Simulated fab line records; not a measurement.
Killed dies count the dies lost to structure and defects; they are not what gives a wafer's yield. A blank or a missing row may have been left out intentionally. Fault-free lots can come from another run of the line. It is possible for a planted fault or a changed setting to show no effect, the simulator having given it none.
fab line records | flow gf180mcu
[record] lots = 6 | wafers = 17 | last_day = 33
route steps=602 shown TOP_METAL@571
lots that met no fault: taken from a fault-free run of the same line
start_h: hours from the record's opening day to when the first of the lot's shown wafers began | wait_h: hours from the lot's prior step to this one | " as in the row above | L1.1+2: several wafers, shown together as one row | - either no value or no given start | * or withheld: withheld | < > ~ a bound
route shown NAME@n: a module of which the file shows steps, and the number in the route of the first | usual: the fault-free wafers' mean and standard deviation | same: alike in all rows | chamber/n: place in a boat | sites: readings site by site | _std_site: their standard deviation | _edge_site: mean of outer sites minus mean of inner sites | radius_mm: how far each site lies from the wafer's centre | mask NAME#n: copy n | behind: the tool/chamber that last shaped the wafer | hold: the reason the lot was held/the length of the hold in hours/how it ended | device: whichever transistor did not switch (one of n, p or np) | end of line: at the end of the route, the tests of the same wafers | step lacking rows: just its recipe | killed: not the wafer's yield, but the dies lost to structure and defects at the first sort | map: shows each die of a wafer: x if killed, . if not, _ if none is there
set.NAME: the setting the step ran with; set.NAME@STEP: the setting that earlier step ran with | model.NAME: the simulator's own value behind a step, which no gauge read
lots at some steps of the route; a table a step, a row a wafer
services: a tool's chamber out of use, with start hour (start_h, from the record's first day; less than 0 if before it), hours out, and reason
[[steps]]
[step GF_TOP_METAL_SPUTTER_04]
[recipe] material = TiN | target_thk_nm = 25 | power_w = 6500 | time_s = 20.8 | chamber_pressure_pa = 0.4
[usual] throttle_valve_pct = 30.3/0.99
lot.wafer | tool           | chamber | start_h | wait_h | throttle_valve_pct
L921.3    | pvd_sputter-03 | -       | 656.49  | 0.0    | 30.2
L921.4    | "              | -       | "       | "      | 30.9
L921.5    | "              | -       | "       | "      | 30.0
L923.2    | pvd_sputter-04 | -       | 674.03  | 0.0    | 29.8
L923.3    | "              | -       | "       | "      | 31.0
L923.4    | "              | -       | "       | "      | 27.7
L929.1    | pvd_sputter-02 | -       | 726.62  | 0.0    | 31.0
L929.3    | "              | -       | "       | "      | 30.7
L929.6    | "              | -       | "       | "      | 29.1
L932.2    | pvd_sputter-04 | -       | 746.32  | 0.0    | 27.7
L932.3    | "              | -       | "       | "      | 29.6
L932.5    | "              | -       | "       | "      | 29.5
L934.4    | pvd_sputter-02 | -       | 748.43  | 0.0    | 31.4
L934.6    | "              | -       | "       | "      | 31.3
L935.1    | pvd_sputter-04 | -       | 750.11  | 0.0    | 29.8
L935.3    | "              | -       | "       | "      | 31.4
L935.5    | "              | -       | "       | "      | 27.8
[step GF_TOP_METAL_RS_MEAS_05]
[recipe] thk_meas_gauge = four-point-probe | reads = TiN_of_TOP_METAL_SPUTTER_04+Ti_of_TOP_METAL_SPUTTER_03+AlCu_of_TOP_METAL_SPUTTER_02+TiN_of_TOP_METAL_SPUTTER_01+Ti_of_TOP_METAL_SPUTTER_00
[usual] TOP_METAL_ALCU_RS = 0.0327/0.00036
lot.wafer | tool          | chamber | start_h | wait_h | TOP_METAL_ALCU_RS[ohm/sq]
L921.3    | film_metro-04 | -       | 656.55  | 0.1    | 0.0328
L921.4    | "             | -       | "       | "      | 0.0329
L921.5    | "             | -       | "       | "      | 0.0327
L923.2    | film_metro-03 | -       | 674.08  | 0.0    | 0.0326
L923.3    | "             | -       | "       | "      | 0.0323
L923.4    | "             | -       | "       | "      | 0.0333
L929.1    | film_metro-01 | -       | 726.64  | 0.0    | 0.0323
L929.3    | "             | -       | "       | "      | 0.0331
L929.6    | "             | -       | "       | "      | 0.0323
L932.2    | film_metro-01 | -       | 746.37  | 0.0    | 0.0323
L932.3    | "             | -       | "       | "      | 0.0323
L932.5    | "             | -       | "       | "      | 0.0324
L934.4    | film_metro-01 | -       | 748.52  | 0.1    | 0.0332
L934.6    | "             | -       | "       | "      | 0.0329
L935.1    | film_metro-01 | -       | 750.13  | 0.0    | 0.0325
L935.3    | "             | -       | "       | "      | 0.0322
L935.5    | "             | -       | "       | "      | 0.0328
[step GF_TOP_METAL_THK_MEAS_06]
[recipe] thk_meas_gauge = xrf | reads = AlCu_of_TOP_METAL_SPUTTER_02
[usual] TOP_METAL_ALCU_THK = 901/11
lot.wafer | tool          | chamber | start_h | wait_h | TOP_METAL_ALCU_THK[nm]
L921.3    | film_metro-04 | -       | 656.65  | 0.1    | 898
L921.4    | "             | -       | "       | "      | 896
L921.5    | "             | -       | "       | "      | 901
L923.2    | film_metro-03 | -       | 674.19  | 0.1    | 904
L923.3    | "             | -       | "       | "      | 907
L923.4    | "             | -       | "       | "      | 884
L929.1    | film_metro-01 | -       | 726.76  | 0.1    | 911
L929.3    | "             | -       | "       | "      | 892
L929.6    | "             | -       | "       | "      | 913
L932.2    | film_metro-01 | -       | 746.48  | 0.1    | 912
L932.3    | "             | -       | "       | "      | 913
L932.5    | "             | -       | "       | "      | 915
L934.4    | film_metro-01 | -       | 748.61  | 0.1    | 890
L934.6    | "             | -       | "       | "      | 897
L935.1    | film_metro-01 | -       | 750.25  | 0.1    | 910
L935.3    | "             | -       | "       | "      | 919
L935.5    | "             | -       | "       | "      | 901
[step GF_TOP_METAL_DEHYDRATE_07]
[recipe] temp_c = 200 | time_s = 60
[step GF_TOP_METAL_HMDS_08]
[recipe] prime_time_s = 60 | prime_temp_c = 120
[step GF_TOP_METAL_COAT_09]
[recipe] resist = NOVOLAK | spin_rpm = 3000 | resist_thk_nm = 1500
[step GF_TOP_METAL_SOFTBAKE_10]
[recipe] temp_c = 90 | time_s = 60 | resist = NOVOLAK
[step GF_TOP_METAL_EXPOSE_11]
[recipe] mask_id = MetalTop | target_cd_nm = 440 | na = 0.6 | source_shape = conventional | sigma_outer = 0.6 | dose_mj = 170
[step GF_TOP_METAL_PEB_12]
[recipe] temp_c = withheld | time_s = * | resist = NOVOLAK
[step GF_TOP_METAL_DEVELOP_13]
[recipe] develop_time_s = 60 | dev_temp_c = 23
[step GF_TOP_METAL_CD_MEAS_14]
[recipe] target_cd_nm = 440
[usual] cd_nm = 439.4/2.1
lot.wafer | tool      | chamber | start_h | wait_h | cd_nm
L921.3    | cd_sem-01 | -       | 675.42  | 0.1    | 440.3
L921.4    | "         | -       | "       | "      | 439.2
L921.5    | "         | -       | "       | "      | 438.4
L923.2    | cd_sem-01 | -       | 692.90  | 0.1    | 439.9
L923.3    | "         | -       | "       | "      | 441.3
L923.4    | "         | -       | "       | "      | 441.7
L929.1    | cd_sem-01 | -       | 744.17  | 0.2    | 434.1
L929.3    | "         | -       | "       | "      | 437.6
L929.6    | "         | -       | "       | "      | 434.2
L932.2    | cd_sem-02 | -       | 762.67  | 0.1    | 438.3
L932.3    | "         | -       | "       | "      | 437.8
L932.5    | "         | -       | "       | "      | 436.9
L934.4    | cd_sem-01 | -       | 765.34  | 0.1    | 441.2
L934.6    | "         | -       | "       | "      | 440.1
L935.1    | cd_sem-01 | -       | 767.11  | 0.1    | 439.3
L935.3    | "         | -       | "       | "      | 438.5
L935.5    | "         | -       | "       | "      | 437.8
[step GF_TOP_METAL_OVL_MEAS_15]
[usual] TOP_METAL_OVL = 0.0/1.4
lot.wafer | tool       | chamber | start_h | wait_h | TOP_METAL_OVL[nm]
L921.3    | overlay-01 | -       | 675.52  | 0.1    | 0.1
L921.4    | "          | -       | "       | "      | -0.1
L921.5    | "          | -       | "       | "      | -0.3
L923.2    | overlay-02 | -       | 693.01  | 0.1    | 0.1
L923.3    | "          | -       | "       | "      | 0.4
L923.4    | "          | -       | "       | "      | 0.3
L929.1    | overlay-02 | -       | 744.29  | 0.1    | 1.4
L929.3    | "          | -       | "       | "      | -3.0
L929.6    | "          | -       | "       | "      | -0.7
L932.2    | overlay-01 | -       | 762.77  | 0.1    | 1.4
L932.3    | "          | -       | "       | "      | -0.3
L932.5    | "          | -       | "       | "      | 1.2
L934.4    | overlay-01 | -       | 765.42  | 0.1    | 2.1
L934.6    | "          | -       | "       | "      | 2.3
L935.1    | overlay-01 | -       | 767.23  | 0.1    | -2.0
L935.3    | "          | -       | "       | "      | -2.2
L935.5    | "          | -       | "       | "      | 1.2
[step GF_TOP_METAL_METAL_ETCH_16]
[recipe] chemistry = Cl2/BCl3 | mask_material = NOVOLAK | target_depth_nm = 1197 | stop_on = SiO2 | pressure_mtorr = 8 | icp_w = 800 | bias_w = 140 | Cl2_flow_sccm = 80 | bcl3_flow_sccm = 40 | time_s = 199.5
[usual] drypump_motor_current_A = 5.9/0.37 | oes_product_au = 0.991/0.0059 | run_length_s = 228.1/0.41 | throttle_valve_pct = 28.231/0.011
lot.wafer | tool         | chamber | start_h | wait_h | drypump_motor_current_A | oes_product_au | rf_hours_counter_h | run_length_s | throttle_valve_pct | model.NOVOLAK_of_TOP_METAL_COAT_09.thk_nm
L921.3    | rie_metal-04 | 1       | 675.67  | 0.1    | 5.5                     | 0.983          | -                  | 227.9        | 28.234             | 1028
L921.4    | "            | 1       | "       | "      | 5.5                     | 0.994          | -                  | 227.9        | 28.228             | 1027
L921.5    | "            | 1       | "       | "      | 5.5                     | 0.987          | -                  | 228.0        | 28.246             | 1028
L923.2    | rie_metal-03 | 1       | 693.04  | 0.0    | 6.1                     | 0.994          | 11                 | 228.7        | 28.220             | 1019
L923.3    | "            | 1       | "       | "      | 6.1                     | 0.995          | -                  | 228.6        | 28.223             | 1024
L923.4    | "            | 0       | "       | "      | 6.1                     | 0.990          | -                  | 228.7        | 28.234             | 1026
L929.1    | rie_metal-04 | 1       | 744.32  | 0.0    | 5.5                     | 0.995          | 1                  | 228.5        | 28.236             | 1031
L929.3    | "            | 1       | "       | "      | 5.5                     | 0.982          | -                  | 228.3        | 28.223             | 1031
L929.6    | "            | 1       | "       | "      | 5.5                     | 0.982          | -                  | 228.0        | 28.245             | 1033
L932.2    | rie_metal-03 | 0       | 762.80  | 0.0    | 6.1                     | 0.991          | 10                 | 228.1        | 28.244             | 1010
L932.3    | "            | 0       | "       | "      | 6.1                     | 0.995          | -                  | 218.2        | 28.223             | 1038
L932.5    | "            | 0       | "       | "      | 6.1                     | 0.997          | -                  | 228.0        | 28.229             | 1011
L934.4    | rie_metal-03 | 0       | 765.50  | 0.1    | 6.1                     | 1.006          | -                  | 218.5        | 28.195             | 1039
L934.6    | "            | 0       | "       | "      | 6.1                     | 0.990          | -                  | 228.0        | 28.222             | 1015
L935.1    | rie_metal-01 | 0       | 767.26  | 0.0    | 6.0                     | 0.995          | 13                 | 227.1        | 28.218             | 1002
L935.3    | "            | 0       | "       | "      | 6.1                     | 0.995          | -                  | 228.0        | 28.217             | 1009
L935.5    | "            | 0       | "       | "      | 6.1                     | 0.991          | -                  | 227.5        | 28.237             | 1000
[step GF_TOP_METAL_STRIP_17]
[recipe] chemistry = O2/N2 | power_w = 1400 | pressure_mtorr = 1500 | platen_temp_c = 250 | o2_flow_sccm = 3000 | n2_flow_sccm = 300 | overash_fraction = 0.5
[usual] drypump_motor_current_A = 5.7/0.32 | heater_power_w = 329/52 | oes_product_au = 0.711/0.0039 | strip_time_to_endpoint_s = 12.91/0.093
[same] overash_fraction = 0.5
lot.wafer | tool            | chamber | start_h | wait_h | drypump_motor_current_A | heater_power_w | oes_product_au | rf_hours_counter_h | strip_time_to_endpoint_s
L921.3    | plasma_asher-03 | 1       | 675.96  | 0.2    | 5.5                     | 307            | 0.713          | -                  | 12.98
L921.4    | "               | 0       | "       | "      | 5.7                     | 444            | 0.709          | -                  | 12.98
L921.5    | "               | 1       | "       | "      | 5.5                     | 325            | 0.712          | -                  | 12.97
L923.2    | plasma_asher-03 | 1       | 693.23  | 0.1    | 5.4                     | 317            | 0.711          | 28                 | 12.89
L923.3    | "               | 0       | "       | "      | 5.8                     | 443            | 0.708          | -                  | 12.93
L923.4    | "               | 1       | "       | "      | 5.5                     | 319            | 0.705          | -                  | 13.00
L929.1    | plasma_asher-03 | 1       | 744.51  | 0.1    | 5.5                     | 306            | 0.713          | 34                 | 13.03
L929.3    | "               | 1       | "       | "      | 5.4                     | 316            | 0.719          | -                  | 13.02
L929.6    | "               | 1       | "       | "      | 5.5                     | 308            | 0.715          | -                  | 13.05
L932.2    | plasma_asher-01 | 1       | 762.99  | 0.1    | 5.7                     | 265            | 0.712          | 64                 | 12.78
L932.3    | "               | 0       | "       | "      | 4.8                     | 331            | 0.711          | -                  | 13.10
L932.5    | "               | 1       | "       | "      | 5.7                     | 268            | 0.716          | -                  | 12.80
L934.4    | plasma_asher-01 | 0       | 765.66  | 0.1    | 4.8                     | 326            | 0.712          | -                  | 13.11
L934.6    | "               | 0       | "       | "      | 4.8                     | 321            | 0.707          | -                  | 12.85
L935.1    | plasma_asher-02 | 0       | 767.65  | 0.3    | 5.8                     | 303            | 0.707          | 3                  | 12.76
L935.3    | "               | 0       | "       | "      | 5.9                     | 304            | 0.710          | -                  | 12.77
L935.5    | "               | 1       | "       | "      | 6.0                     | 322            | 0.711          | -                  | 12.74
[[services]]
tool            | chamber | start_h | hours | kind
pvd_sputter-02  | -       | 633.50  | 4.0   | repair
rie_metal-04    | 0       | 657.34  | -     | clean
rie_metal-04    | 0       | 657.34  | 18.7  | scheduled_down
rie_metal-04    | 0       | 657.34  | 18.7  | vent_cycle
plasma_asher-01 | -       | 659.66  | 0.7   | repair
pvd_sputter-02  | -       | 669.83  | 8.2   | repair
rie_metal-04    | 1       | 676.00  | -     | clean
rie_metal-04    | 1       | 676.00  | 28.0  | scheduled_down
rie_metal-04    | 1       | 676.00  | 28.0  | vent_cycle
rie_metal-01    | 1       | 677.43  | 17.9  | repair
rie_metal-04    | 0       | 687.84  | 3.1   | repair
pvd_sputter-04  | -       | 688.42  | 0.9   | repair
pvd_sputter-04  | -       | 696.71  | 6.1   | repair
pvd_sputter-02  | 1       | 702.66  | -     | consumable_replace:kit
pvd_sputter-02  | 1       | 702.66  | 18.0  | scheduled_down
plasma_asher-02 | -       | 711.56  | 3.8   | repair
plasma_asher-01 | -       | 713.10  | 4.4   | repair
pvd_sputter-03  | -       | 717.07  | 0.7   | repair
rie_metal-04    | -       | 723.69  | 14.6  | pm
plasma_asher-02 | -       | 733.79  | 9.0   | pm
rie_metal-03    | -       | 734.74  | 1.4   | pm
pvd_sputter-04  | 2       | 744.47  | -     | consumable_replace:kit
pvd_sputter-04  | 2       | 744.47  | 18.0  | scheduled_down
pvd_sputter-04  | 2       | 744.47  | 18.0  | vent_cycle
[[key]]
[first_sign] step = GF_TOP_METAL_METAL_ETCH_16 | reading = run_length_s | direction = down | sigmas = 24 | usual = * | struck = *
effect none on later readings
[model_effect] step = GF_TOP_METAL_METAL_ETCH_16 | value = NOVOLAK_of_TOP_METAL_COAT_09.thk_nm | without = 1015 | struck = 1039
met_at GF_TOP_METAL_METAL_ETCH_16
struck_wafers L932.3,L934.4
onset_between 693.04 762.80
[fault] kind = process_parameter_drift | tool = rie_metal-03 | chamber = - | onset_h = 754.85 | steps = GF_TOP_METAL_METAL_ETCH_16 | channel = time_s | offset = * | shape = step | end_h = 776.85 | scope = struck_wafers_only | acts_in = * | stated = *
